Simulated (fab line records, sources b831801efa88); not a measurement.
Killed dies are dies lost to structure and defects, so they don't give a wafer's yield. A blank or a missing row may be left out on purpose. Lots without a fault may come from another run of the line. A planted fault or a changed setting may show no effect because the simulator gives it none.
Chamber matching | flow sky130 | SKY_LI_CONTACT_CMP_24 on cmp-01: 4 sister chambers
The step polishes, stops on PSG, t overpolish 20 s, target thk 0 nm. 8 wafers are shown with their chamber, then 12 later ones without.

WAFERS WITH THEIR CHAMBER
wafer  | chamber | motor_current_A (A) | time_to_endpoint_s (s)
L088.3 | 0       | 11.2                | 105
L088.4 | 1       | 11.5                | 99
L089.1 | 3       | 11.2                | 105
L089.4 | 0       | 11.3                | 102
L089.5 | 2       | 10.7                | 99
L091.2 | 3       | 11.1                | 100
L091.3 | 1       | 11.8                | 100
L091.4 | 2       | 11.2                | 99

WAFERS WITHOUT THEIR CHAMBER
wafer  | motor_current_A (A) | time_to_endpoint_s (s)
L092.4 | 11.4                | 97
L092.5 | 11.2                | 95
L092.6 | 11.3                | 95
L094.3 | 11.4                | 100
L094.4 | 11.2                | 101
L094.6 | 11.3                | 103
L095.1 | 11.5                | 99
L095.3 | 11.5                | 100
L095.6 | 11.3                | 99
L093.2 | 11.1                | 107
L093.5 | 11.4                | 104
L093.6 | 11.0                | 103

WHICH CHAMBER EACH WENT THROUGH
wafer  | from the rows above               | in truth
L092.4 | can't be placed: 1 or 2 or 3 or 0 | 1
L092.5 | can't be placed: 2 or 1 or 3 or 0 | 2
L092.6 | can't be placed: 2 or 1 or 3 or 0 | 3
L094.3 | can't be placed: 1 or 3 or 0 or 2 | 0
L094.4 | can't be placed: 3 or 0 or 2 or 1 | 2
L094.6 | can't be placed: 0 or 3           | 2
L095.1 | can't be placed: 1 or 3 or 0 or 2 | 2
L095.3 | can't be placed: 1 or 3 or 0 or 2 | 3
L095.6 | can't be placed: 2 or 1 or 3 or 0 | 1
L093.2 | can't be placed: 0 or 3           | 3
L093.5 | can't be placed: 0 or 3 or 1      | 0
L093.6 | can't be placed: 3 or 0 or 2      | 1
Placed correctly: 0 of 12. Can't be placed from these rows: 12 (the true chamber is among the candidates in 10). Placed wrongly: 0.
How it was worked out, from the rows above alone: a wafer's distance from a chamber is the root of the sum, over the readings, of the square of ((its reading less the chamber's mean) divided by the reading's scatter). The wafer belongs to the nearest chamber; if the next one is less than 2 further off, it can't be placed. A chamber's mean is the mean of its shown wafers. The scatter: the root of (the sum of the squares of (reading less its chamber's mean) over the shown wafers, divided by (wafers less chambers)).
